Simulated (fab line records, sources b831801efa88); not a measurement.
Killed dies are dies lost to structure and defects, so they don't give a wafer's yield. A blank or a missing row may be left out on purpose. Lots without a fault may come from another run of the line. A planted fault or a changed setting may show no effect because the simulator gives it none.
Which tool did it? | flow gf180mcu | 12 lots, 36 wafers sampled, at 4 steps of a route of 602

WHAT THE GAUGES READ, wafer by wafer
GF_M1_CD_MEAS_14: target cd 230 nm. Usual: cd_nm 230.3 nm, standard deviation 1.3.
lot  | measured     | on        | cd_nm (nm)        | flag
L159 | day 16 17:40 | cd_sem-01 | 229.7 229.2 228.8 |
L160 | day 16 22:11 | cd_sem-02 | 229.8 230.6 230.5 |
L162 | day 17 23:23 | cd_sem-02 | 228.9 230.2 228.4 |
L163 | day 18 02:15 | cd_sem-02 | 229.7 230.4 231.2 |
L165 | day 19 02:05 | cd_sem-01 | 231.1 230.8 229.0 |
L166 | day 19 09:38 | cd_sem-01 | 230.8 229.3 229.8 |
L167 | day 20 03:16 | cd_sem-02 | 231.3 230.4 232.2 |
L168 | day 20 19:35 | cd_sem-01 | 231.1 229.6 229.8 |
L169 | day 20 23:31 | cd_sem-01 | 230.4 229.2 229.5 |
L170 | day 21 19:37 | cd_sem-02 | 230.5 228.7 229.8 |
L175 | day 23 07:07 | cd_sem-01 | 230.8 229.0 230.7 |
L180 | day 25 00:25 | cd_sem-01 | 232.6 232.6 232.7 |

GF_V1_CD_MEAS_14: target cd 260 nm. Usual: cd_nm 259.9 nm, standard deviation 1.2.
lot  | measured     | on        | cd_nm (nm)        | flag
L159 | day 17 17:31 | cd_sem-01 | 261.2 260.2 262.1 |
L160 | day 17 22:26 | cd_sem-01 | 260.5 260.3 260.8 |
L162 | day 19 00:20 | cd_sem-01 | 261.2 262.2 261.6 |
L163 | day 19 03:45 | cd_sem-01 | 258.7 257.9 258.2 |
L165 | day 20 03:59 | cd_sem-01 | 259.8 260.5 258.9 |
L166 | day 20 10:44 | cd_sem-01 | 259.0 258.1 259.4 |
L167 | day 21 04:46 | cd_sem-01 | 259.8 259.1 259.0 |
L168 | day 21 20:28 | cd_sem-02 | 259.6 258.6 258.6 |
L169 | day 22 00:24 | cd_sem-02 | 258.3 258.9 259.0 |
L170 | day 22 19:40 | cd_sem-02 | 260.7 260.2 259.7 |
L175 | day 24 07:13 | cd_sem-02 | 264.0 276.2 275.4 | OFF
L180 | day 25 23:28 | cd_sem-01 | 259.0 258.7 260.0 |

WHICH TOOL RAN EACH LOT (tool, then ch and the chambers of the sampled wafers, then the start)
lot  | GF_M1_SPUTTER_03             | GF_V1_EXPOSE_11
L159 | pvd_sputter-03, day 15 20:36 | krf_scanner-01 ch 0, day 17 06:10
L160 | pvd_sputter-01, day 15 23:55 | krf_scanner-02 ch 0, day 17 10:52
L162 | pvd_sputter-03, day 17 00:17 | krf_scanner-02 ch 0, day 18 12:26
L163 | pvd_sputter-04, day 17 02:28 | krf_scanner-02 ch 0, day 18 15:33
L165 | pvd_sputter-01, day 18 02:05 | krf_scanner-01 ch 0, day 19 15:44
L166 | pvd_sputter-03, day 18 09:29 | krf_scanner-02 ch 0, day 19 23:10
L167 | pvd_sputter-01, day 19 02:52 | krf_scanner-01 ch 0, day 20 16:32
L168 | pvd_sputter-04, day 19 19:24 | krf_scanner-01 ch 0, day 21 09:02
L169 | pvd_sputter-03, day 20 00:22 | krf_scanner-01 ch 0, day 21 13:12
L170 | pvd_sputter-04, day 20 19:50 | krf_scanner-01 ch 0, day 22 08:34
L175 | pvd_sputter-03, day 22 07:52 | krf_scanner-01 ch 0, day 23 20:02
L180 | pvd_sputter-01, day 24 02:50 | krf_scanner-02 ch 0, day 25 12:47
- GF_M1_SPUTTER_03: material Ti, target thk 10 nm, time 6.7 s.
- GF_V1_EXPOSE_11: exposes mask Via1, target cd 260 nm.

WHAT THE TOOLS THEMSELVES READ (means of the sampled wafers that have a number; where no wafer has one, the mark that the record gives instead)
GF_M1_SPUTTER_03. Usual: throttle_valve_pct 29.7 %, standard deviation 1.5.
lot  | tool           | throttle_valve_pct (%) | flag
L159 | pvd_sputter-03 | 30.1                   |
L160 | pvd_sputter-01 | 31.6                   |
L162 | pvd_sputter-03 | 28.9                   |
L163 | pvd_sputter-04 | 29.3                   |
L165 | pvd_sputter-01 | 30.4                   |
L166 | pvd_sputter-03 | 28.8                   |
L167 | pvd_sputter-01 | 29.5                   |
L168 | pvd_sputter-04 | 29.5                   |
L169 | pvd_sputter-03 | 28.9                   |
L170 | pvd_sputter-04 | 29.1                   |
L175 | pvd_sputter-03 | 29.5                   |
L180 | pvd_sputter-01 | 30.2                   |

GF_V1_EXPOSE_11. Usual: exposure_dose_mJ_cm2 38.00, standard deviation 0.039.
lot  | tool           | exposure_dose_mJ_cm2 | flag
L159 | krf_scanner-01 | 38.02                |
L160 | krf_scanner-02 | 37.96                |
L162 | krf_scanner-02 | 38.01                |
L163 | krf_scanner-02 | 37.96                |
L165 | krf_scanner-01 | 38.04                |
L166 | krf_scanner-02 | 38.04                |
L167 | krf_scanner-01 | 37.99                |
L168 | krf_scanner-01 | 38.01                |
L169 | krf_scanner-01 | 38.02                |
L170 | krf_scanner-01 | 38.02                |
L175 | krf_scanner-01 | 37.48                | OFF
L180 | krf_scanner-02 | 38.04                |

THE ANSWER, worked out from the rows above alone
Rule: a lot is off if the mean of its wafers that have a number lies more than 3 standard deviations from the usual mean. A lot without any number at a reading at which 4 lots or more have one is off too. The other lots that the step has rows for count as sound. The gauges are gone through in route order, then the tools' own readings, and for those a lot's mean is taken as printed above. The first step at which some lot is off is used, and at that step the reading that is off furthest; a lot without a number counts as furthest.
Off: L175, at GF_V1_CD_MEAS_14 (cd_nm).
A tool fits if, at a process step before that reading, it ran every lot that is off, and no sound lot after the first of them. The gauges at GF_V1_CD_MEAS_14 aren't tried: what is off there is off at GF_V1_EXPOSE_11 too, on other tools, and a gauge's error can't cause that. Can't be told from this: 2 tools fit, pvd_sputter-03 at GF_M1_SPUTTER_03, krf_scanner-01 at GF_V1_EXPOSE_11.

WHAT THE SIMULATOR HAD PUT IN
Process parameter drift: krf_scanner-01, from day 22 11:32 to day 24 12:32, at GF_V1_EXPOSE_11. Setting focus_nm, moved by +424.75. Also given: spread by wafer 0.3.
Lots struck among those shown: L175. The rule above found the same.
